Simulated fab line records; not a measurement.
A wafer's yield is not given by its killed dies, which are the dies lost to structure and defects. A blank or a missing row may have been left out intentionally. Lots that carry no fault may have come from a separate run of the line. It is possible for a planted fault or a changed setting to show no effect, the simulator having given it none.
A single fault, viewed from 2 desks | flow gf180mcu | each desk holds nothing but its own numbers, with what lay behind them at the end

## FROM THE METROLOGY DESK
What the gauges read for every lot (on any tool): the sampled wafers with a number, averaged. The brackets show how far a lot's mean lies from the usual mean; more than 4 standard deviations puts the lot out of limits, marked OUT.
Columns: A = VT_IMPLANT_4_TW at GF_VT_IMPLANT_TW_MEAS_43, usual 685; B = NSD_TW at GF_NSD_TW_MEAS_12, usual 4221; C = NSD_RS at GF_PSD_RS_MEAS_14, usual 46.14 ohm/sq; D = SAB_OVL at GF_SAB_OVL_MEAS_10, usual 0.5 nm; E = SALICIDE_TIN_THK at GF_SALICIDE_THK_MEAS_05, usual 19.7 nm
lot  | first seen here | A   | B               | C                       | D    | E
L829 | day 8 01:19     | 682 | 4171            | 46.17                   | 1.6  | 19.3
L830 | day 8 07:29     | 692 | 4225            | 46.01                   | 0.8  | 19.4
L834 | day 9 12:50     | 682 | 4208            | 46.09                   | 2.5  | 19.0
L836 | day 10 01:14    | 685 | 4183            | 46.20                   | -0.0 | 20.1
L838 | day 10 15:23    | 683 | 3948 (-8.8) OUT | 80.86 (+99 or more) OUT | -    | -
L840 | day 11 07:35    | 694 | 4219            | 46.11                   | -0.2 | 19.4
L841 | day 11 14:23    | 674 | 4000 (-7.1) OUT | 80.84 (+99 or more) OUT | -    | -
L845 | day 12 20:12    | 689 | 4268            | 46.03                   | -0.3 | 19.6
L848 | day 13 13:58    | 692 | 4238            | 46.05                   | 0.7  | 19.5
L849 | day 13 21:44    | 691 | 4267            | 46.04                   | -2.4 | 20.0
L850 | day 14 04:34    | 684 | 4240            | 46.24                   | -0.6 | 19.8
This desk's result: L838, L841 out of limits, first on L838 (NSD_TW at GF_NSD_TW_MEAS_12), day 17 04:44. In limits: L829, L830, L834, L836, L840, L845, L848, L849, L850.

## AT THE TOOL OWNER'S DESK: implanter-01
For each lot that ran on this tool, the mean over its sampled wafers that have a number, from the tool's own readings at GF_NSD_IMPLANT_09. The brackets show how far a lot's mean lies from the usual mean; more than 4 standard deviations puts the lot out of limits, marked OUT.
Columns: A = beam-on-s at GF_NSD_IMPLANT_09, usual 17.4 s; B = dose-ions-cm2 at GF_NSD_IMPLANT_09, usual 4e+15; C = end-station-pressure-torr at GF_NSD_IMPLANT_09, usual 1.39e-05 Torr; D = faraday-current-uA at GF_NSD_IMPLANT_09, usual 12698; E = tilt-deg at GF_NSD_IMPLANT_09, usual 6.999 degrees
lot  | first seen here | A               | B                       | C                   | D               | E
L834 | day 15 20:21    | 20.3            | 4e+15                   | 1.17e-05            | 10823           | 6.979
L838 | day 17 04:20    | 9.8 (-4.5) OUT  | 7e+14 (-99 or more) OUT | 8.37e-06 (-4.3) OUT | 3998 (-7.9) OUT | 6.996
L841 | day 18 10:08    | 10.0 (-4.4) OUT | 7e+14 (-99 or more) OUT | 8.47e-06 (-4.2) OUT | 3925 (-8.0) OUT | 6.997
L848 | day 20 16:45    | 20.0            | 4e+15                   | 1.21e-05            | 11005           | 7.018
L849 | day 21 03:39    | 19.8            | 4e+15                   | 1.21e-05            | 11097           | 6.990
This desk's finding: out of limits on L838, L841; first on L838, day 17 04:20 (beam-on-s at GF_NSD_IMPLANT_09). In limits: L834, L848, L849.

## TAKEN TOGETHER
At day 17 04:20, on L838, L841, the tool owner's desk was in a position to raise an alarm.
L838, L841 would have let the metrology desk raise an alarm at day 17 04:44.
GF_NSD_IMPLANT_09 was run on implanter-01 by each of the lots named.

## WHAT THE SIMULATOR HAD PUT IN
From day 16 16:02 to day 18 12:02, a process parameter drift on implanter-01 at GF_NSD_IMPLANT_09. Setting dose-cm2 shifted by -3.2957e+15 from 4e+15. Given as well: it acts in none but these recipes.
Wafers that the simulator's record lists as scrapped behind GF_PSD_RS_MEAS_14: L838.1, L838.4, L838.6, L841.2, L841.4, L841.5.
Struck lots among those shown: L838, L841.
Hours from the fault's start to each desk's first reading out of limits: the tool owner's desk, 12; the metrology desk, 13.
